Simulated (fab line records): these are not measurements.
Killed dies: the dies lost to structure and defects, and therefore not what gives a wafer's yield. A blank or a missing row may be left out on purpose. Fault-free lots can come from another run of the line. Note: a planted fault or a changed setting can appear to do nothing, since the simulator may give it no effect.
fab line records | flow sky130
record lots=7 | wafers=21 | lastDay=48
route steps=708 shown NWELL@82 PWDE@84 VT_ADJUST_HVTP@85 VT_ADJUST_LVTN@97
lots untouched by any fault: they come from a run of this same line in which no faults occurred
startH: hours from the record's first day to the start of the lot's first wafer shown | waitH: time in hours since the lot's previous step | " the same as in the row above | L1.1+2: several wafers, shown together as one row | - either no value or no given start | * or withheld: withheld | < > ~ a bound
route shown NAME@n: a module of which the file shows steps, and the number in the route of the first | usual: the fault-free wafers' mean and standard deviation | same: alike in all rows | chamber/n: place in a boat | sites: per-site readings | _std_site: standard deviation across them | _edge_site: outer sites' mean less inner sites' | radiusMm: for every site, how far away it sits from the centre of the wafer | mask NAME#n: copy n | behind: the last tool/chamber to shape the wafer | hold: why the lot was held/for how many hours/how that ended | device: names the non-switching transistor (n, p or np) | end of line: the tests these same wafers got at the end of their route | a step given without rows: its recipe and nothing more | killed: not the wafer's yield, but the dies lost to structure and defects at the first sort | map: shows each die of a wafer: x if killed, . if not, _ if none is there
set.NAME: the setting the step ran with; set.NAME@STEP: the setting that earlier step ran with | model.NAME: the simulator's own value behind a step, which no gauge read
lots seen at some steps along the route; tables by step, rows by wafer
services: the hour from which a tool's chamber was out of use, counted from the record's first day as startH (under 0 if before that day), plus the number of hours and why
## steps
# step SKY_NWELL_RS_MEAS_29
# recipe thkMeasGauge=four-point-probe
# usual NWELL_RS=624.6/1.5
lot.wafer | tool         | chamber | startH | waitH | NWELL_RS[ohm/sq]
L141.2    | filmMetro-01 | -       | 108.44 | 0.1   | 623.7
L141.3    | "            | -       | "      | "     | 624.7
L141.4    | "            | -       | "      | "     | 624.0
L142.1    | filmMetro-04 | -       | 114.86 | 0.1   | 622.6
L142.2    | "            | -       | "      | "     | 624.1
L142.5    | "            | -       | "      | "     | 624.4
L146.1    | filmMetro-03 | -       | 136.21 | 0.1   | 626.0
L146.4    | "            | -       | "      | "     | 624.7
L146.5    | "            | -       | "      | "     | 626.8
L148.3    | filmMetro-03 | -       | 148.45 | 0.1   | 626.0
L148.5    | "            | -       | "      | "     | 625.0
L148.6    | "            | -       | "      | "     | 624.7
L153.2    | filmMetro-03 | -       | 180.38 | 0.1   | 624.9
L153.3    | "            | -       | "      | "     | 625.3
L153.4    | "            | -       | "      | "     | 625.4
L154.1    | filmMetro-03 | -       | 186.82 | 0.1   | 625.0
L154.2    | "            | -       | "      | "     | 625.0
L154.5    | "            | -       | "      | "     | 627.5
L155.1    | filmMetro-01 | -       | 193.21 | 0.1   | 627.4
L155.3    | "            | -       | "      | "     | 625.1
L155.6    | "            | -       | "      | "     | 626.7
# step SKY_NWELL_RS_MEAS_31
# recipe thkMeasGauge=four-point-probe
# usual PWDE_RS=5270/20
lot.wafer | tool         | chamber | startH | waitH | PWDE_RS[ohm/sq]
L141.2    | filmMetro-01 | -       | 108.68 | 0.1   | 5274
L141.3    | "            | -       | "      | "     | 5253
L141.4    | "            | -       | "      | "     | 5242
L142.1    | filmMetro-04 | -       | 115.10 | 0.1   | 5267
L142.2    | "            | -       | "      | "     | 5269
L142.5    | "            | -       | "      | "     | 5270
L146.1    | filmMetro-03 | -       | 136.45 | 0.1   | 5285
L146.4    | "            | -       | "      | "     | 5255
L146.5    | "            | -       | "      | "     | 5252
L148.3    | filmMetro-03 | -       | 148.69 | 0.1   | 5240
L148.5    | "            | -       | "      | "     | 5248
L148.6    | "            | -       | "      | "     | 5251
L153.2    | filmMetro-03 | -       | 180.62 | 0.1   | 5313
L153.3    | "            | -       | "      | "     | 5308
L153.4    | "            | -       | "      | "     | 5317
L154.1    | filmMetro-03 | -       | 187.06 | 0.1   | 5280
L154.2    | "            | -       | "      | "     | 5271
L154.5    | "            | -       | "      | "     | 5283
L155.1    | filmMetro-01 | -       | 193.45 | 0.1   | 5274
L155.3    | "            | -       | "      | "     | 5275
L155.6    | "            | -       | "      | "     | 5269
# step SKY_VT_ADJUST_HVTP_DEHYDRATE_00
# recipe tempC=200 | timeS=60
# step SKY_VT_ADJUST_HVTP_HMDS_01
# recipe primeTimeS=60 | primeTempC=120
# step SKY_VT_ADJUST_HVTP_COAT_02
# recipe resist=NOVOLAK | spinRpm=3000 | resistThkNm=1140
# step SKY_VT_ADJUST_HVTP_SOFTBAKE_03
# recipe tempC=90 | timeS=60 | resist=NOVOLAK
# step SKY_VT_ADJUST_HVTP_EXPOSE_04
# recipe maskId=HVTPM | na=0.6 | sourceShape=conventional | sigmaOuter=0.6 | polarization=unpolarized | targetCdNm=380 | doseMj=140
# step SKY_VT_ADJUST_HVTP_PEB_05
# recipe tempC=withheld | timeS=* | resist=NOVOLAK
# step SKY_VT_ADJUST_HVTP_DEVELOP_06
# recipe resist=NOVOLAK | developer=TMAH | developTimeS=60 | devTempC=23
# step SKY_VT_ADJUST_HVTP_CD_MEAS_07
# recipe targetCdNm=380
# usual cdNm=378.3/2.6
lot.wafer | tool     | chamber | startH | waitH | cdNm
L141.2    | cdSem-01 | -       | 125.54 | 0.1   | 378.4
L141.3    | "        | -       | "      | "     | 377.4
L141.4    | "        | -       | "      | "     | 378.5
L142.1    | cdSem-02 | -       | 132.97 | 0.1   | 374.9
L142.2    | "        | -       | "      | "     | 373.8
L142.5    | "        | -       | "      | "     | 374.2
L146.1    | cdSem-01 | -       | 154.77 | 0.1   | 377.9
L146.4    | "        | -       | "      | "     | 377.5
L146.5    | "        | -       | "      | "     | 376.3
L148.3    | cdSem-01 | -       | 168.21 | 0.1   | 376.1
L148.5    | "        | -       | "      | "     | 376.7
L148.6    | "        | -       | "      | "     | 375.3
L153.2    | cdSem-01 | -       | 201.30 | 0.1   | 377.7
L153.3    | "        | -       | "      | "     | 377.0
L153.4    | "        | -       | "      | "     | 378.7
L154.1    | cdSem-02 | -       | 207.98 | 0.1   | 379.3
L154.2    | "        | -       | "      | "     | 378.7
L154.5    | "        | -       | "      | "     | 376.8
L155.1    | cdSem-01 | -       | 215.12 | 0.1   | 378.6
L155.3    | "        | -       | "      | "     | 379.8
L155.6    | "        | -       | "      | "     | 378.4
# step SKY_VT_ADJUST_HVTP_OVL_MEAS_08
# usual VT_ADJUST_HVTP_OVL=-0.5/1.2
lot.wafer | tool       | chamber | startH | waitH | VT_ADJUST_HVTP_OVL[nm]
L141.2    | overlay-01 | -       | 125.64 | 0.1   | -0.9
L141.3    | "          | -       | "      | "     | -2.1
L141.4    | "          | -       | "      | "     | -3.0
L142.1    | overlay-02 | -       | 133.09 | 0.1   | -2.1
L142.2    | "          | -       | "      | "     | -0.9
L142.5    | "          | -       | "      | "     | -0.8
L146.1    | overlay-02 | -       | 154.89 | 0.1   | -1.1
L146.4    | "          | -       | "      | "     | -1.9
L146.5    | "          | -       | "      | "     | 0.0
L148.3    | overlay-02 | -       | 168.30 | 0.1   | 1.3
L148.5    | "          | -       | "      | "     | -0.9
L148.6    | "          | -       | "      | "     | 0.9
L153.2    | overlay-02 | -       | 201.41 | 0.1   | -2.0
L153.3    | "          | -       | "      | "     | -1.3
L153.4    | "          | -       | "      | "     | -1.2
L154.1    | overlay-02 | -       | 208.10 | 0.1   | 0.8
L154.2    | "          | -       | "      | "     | 0.6
L154.5    | "          | -       | "      | "     | 2.3
L155.1    | overlay-02 | -       | 215.24 | 0.1   | -0.8
L155.3    | "          | -       | "      | "     | -0.8
L155.6    | "          | -       | "      | "     | -0.3
# step SKY_VT_ADJUST_HVTP_IMPLANT_09
# recipe species=As | energyKev=150 | doseCm2=4.3e+12 | tiltDeg=withheld
# usual implantIonAmu=75/0
lot.wafer | tool         | chamber | startH | waitH | implantIonAmu | model.implant.rpNm | model.implant.drpNm
L141.2    | implanter-02 | 0       | 125.70 | 0.0   | 75            | 84.47              | 33.4
L141.3    | "            | 0       | "      | "     | 75            | 84.47              | 33.4
L141.4    | "            | 0       | "      | "     | 75            | 84.47              | 33.4
L142.1    | implanter-04 | 0       | 133.12 | 0.0   | 75            | 82.42              | 33.4
L142.2    | "            | 0       | "      | "     | 75            | 82.42              | 33.4
L142.5    | "            | 0       | "      | "     | 75            | 82.42              | 33.4
L146.1    | implanter-04 | 0       | 154.93 | 0.0   | 75            | 84.38              | 33.4
L146.4    | "            | 0       | "      | "     | 75            | 84.38              | 33.4
L146.5    | "            | 0       | "      | "     | 75            | 84.38              | 33.4
L148.3    | implanter-02 | 0       | 168.38 | 0.1   | 75            | 85.88              | 33.4
L148.5    | "            | 0       | "      | "     | 75            | 85.88              | 33.4
L148.6    | "            | 0       | "      | "     | 75            | 85.88              | 33.4
L153.2    | implanter-04 | 0       | 201.46 | 0.0   | 49            | 107.6              | 46.43
L153.3    | "            | 0       | "      | "     | 49            | 107.6              | 46.43
L153.4    | "            | 0       | "      | "     | 49            | 107.6              | 46.43
L154.1    | implanter-02 | 0       | 209.81 | 1.7   | 49            | 111.1              | 46.43
L154.2    | "            | 0       | "      | "     | 49            | 111.1              | 46.43
L154.5    | "            | 0       | "      | "     | 49            | 111.1              | 46.43
L155.1    | implanter-02 | 0       | 215.27 | 0.0   | 49            | 108.3              | 46.43
L155.3    | "            | 0       | "      | "     | 49            | 108.3              | 46.43
L155.6    | "            | 0       | "      | "     | 49            | 108.3              | 46.43
# step SKY_VT_ADJUST_HVTP_STRIP_10
# recipe chemistry=O2/N2 | powerW=1400 | pressureMtorr=1523 | platenTempC=withheld | o2FlowSccm=3000 | n2FlowSccm=300 | overashFraction=0.5
# usual drypumpMotorCurrentA=5.6/0.35 | oesProductAu=0.717/0.0044 | stripTimeToEndpointS=14.12/0.036
lot.wafer | tool           | chamber | startH | waitH | drypumpMotorCurrentA | oesProductAu | rfHoursCounterH | stripTimeToEndpointS
L141.2    | plasmaAsher-04 | 0       | 125.82 | 0.1   | 5.0                  | 0.715        | 46              | 14.11
L141.3    | "              | 1       | "      | "     | 5.6                  | 0.716        | -               | 14.17
L141.4    | "              | 0       | "      | "     | 5.0                  | 0.721        | -               | 14.16
L142.1    | plasmaAsher-01 | 1       | 133.27 | 0.1   | 5.4                  | 0.716        | 1               | 14.07
L142.2    | "              | 0       | "      | "     | 5.7                  | 0.715        | 1               | 14.05
L142.5    | "              | 0       | "      | "     | 5.7                  | 0.713        | -               | 14.04
L146.1    | plasmaAsher-04 | 0       | 155.08 | 0.1   | 5.0                  | 0.720        | 49              | 14.16
L146.4    | "              | 1       | "      | "     | 5.6                  | 0.712        | -               | 14.12
L146.5    | "              | 1       | "      | "     | 5.6                  | 0.715        | -               | 14.15
L148.3    | plasmaAsher-03 | 0       | 168.51 | 0.1   | 6.0                  | 0.717        | -               | 14.16
L148.5    | "              | 0       | "      | "     | 6.0                  | 0.712        | -               | 14.16
L148.6    | "              | 1       | "      | "     | 5.8                  | 0.715        | -               | 14.14
L153.2    | plasmaAsher-03 | 1       | 201.59 | 0.1   | 5.9                  | 0.708        | 36              | 14.12
L153.3    | "              | 1       | "      | "     | 5.9                  | 0.726        | -               | 14.14
L153.4    | "              | 0       | "      | "     | 6.0                  | 0.716        | -               | 14.10
L154.1    | plasmaAsher-04 | 1       | 209.96 | 0.1   | 5.6                  | 0.720        | 54              | 14.14
L154.2    | "              | 0       | "      | "     | 5.0                  | 0.720        | 54              | 14.13
L154.5    | "              | 0       | "      | "     | 5.0                  | 0.711        | -               | 14.17
L155.1    | plasmaAsher-03 | 0       | 215.42 | 0.1   | 6.0                  | 0.722        | 37              | 14.06
L155.3    | "              | 1       | "      | "     | 5.9                  | 0.715        | -               | 14.05
L155.6    | "              | 0       | "      | "     | 6.0                  | 0.716        | -               | 14.12
# step SKY_VT_ADJUST_HVTP_TW_MEAS_11
# usual VT_ADJUST_HVTP_TW=1360/13
lot.wafer | tool         | chamber | startH | waitH | VT_ADJUST_HVTP_TW
L141.2    | filmMetro-04 | -       | 125.93 | 0.1   | 1369
L141.3    | "            | -       | "      | "     | 1372
L141.4    | "            | -       | "      | "     | 1377
L142.1    | filmMetro-02 | -       | 133.37 | 0.1   | 1354
L142.2    | "            | -       | "      | "     | 1347
L142.5    | "            | -       | "      | "     | 1340
L146.1    | filmMetro-04 | -       | 155.18 | 0.1   | 1366
L146.4    | "            | -       | "      | "     | 1376
L146.5    | "            | -       | "      | "     | 1377
L148.3    | filmMetro-04 | -       | 168.60 | 0.1   | 1375
L148.5    | "            | -       | "      | "     | 1379
L148.6    | "            | -       | "      | "     | 1377
L153.2    | filmMetro-02 | -       | 201.70 | 0.1   | 752
L153.3    | "            | -       | "      | "     | 760
L153.4    | "            | -       | "      | "     | 756
L154.1    | filmMetro-04 | -       | 210.06 | 0.1   | 763
L154.2    | "            | -       | "      | "     | 765
L154.5    | "            | -       | "      | "     | 760
L155.1    | filmMetro-02 | -       | 215.52 | 0.1   | 758
L155.3    | "            | -       | "      | "     | 756
L155.6    | "            | -       | "      | "     | 760
# step SKY_VT_ADJUST_LVTN_DEHYDRATE_00
# recipe tempC=200 | timeS=60
## services
tool           | chamber | startH | hours | kind
plasmaAsher-01 | -       | 108.75 | 9.0   | pm
plasmaAsher-01 | 0       | 108.75 | 9.0   | ventCycle
plasmaAsher-01 | 1       | 108.75 | 9.0   | ventCycle
implanter-04   | -       | 114.75 | 7.8   | repair
plasmaAsher-01 | 0       | 117.75 | -     | clean
plasmaAsher-01 | 1       | 117.75 | -     | clean
plasmaAsher-04 | -       | 132.39 | 3.3   | repair
plasmaAsher-01 | -       | 165.10 | 2.6   | repair
plasmaAsher-03 | -       | 166.29 | 1.3   | repair
implanter-02   | -       | 179.39 | 2.9   | repair
plasmaAsher-03 | -       | 182.95 | 15.6  | pm
implanter-02   | -       | 188.78 | 2.4   | repair
implanter-04   | -       | 206.48 | 4.5   | repair
plasmaAsher-04 | -       | 215.15 | 2.1   | repair
## key
firstSign step=SKY_VT_ADJUST_HVTP_IMPLANT_09 | reading=implantIonAmu | direction=down | sigmas=99+ | usual=75 | struck=49
effect step=SKY_VT_ADJUST_HVTP_TW_MEAS_11 | reading=VT_ADJUST_HVTP_TW | direction=down | sigmas=47 | usual=1360 | struck=759
modelEffect step=SKY_VT_ADJUST_HVTP_IMPLANT_09 | value=implant.rpNm | without=83.44 | struck=109
metAt SKY_VT_ADJUST_HVTP_IMPLANT_09
struckWafers L153.2,L153.3,L153.4,L154.1,L154.2,L154.5,L155.1,L155.3,L155.6
sortLeftOut L153.2,L153.3,L153.4,L154.1,L154.2,L154.5,L155.1,L155.3,L155.6
testerLeftOut L153,L154,L155
onsetBetween 168.38 201.46
fault kind=wrongRecipeDownload | tool=implanter-01,implanter-02,implanter-04 | chamber=- | onsetH=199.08 | steps=SKY_VT_ADJUST_HVTP_IMPLANT_09 | wrongRecipe.notListed=1
# testerLeftOut: of these lots the tester's yield and bins aren't shown, on N5 and GAA mostly nor the transistor test; their killed dies are dies lost to structure and defects alone, not to doping, threshold or leakage, so they don't give the yield
# sortLeftOut: the simulated sort isn't trusted on such a fault, so these wafers' sort isn't shown, and their yield isn't known
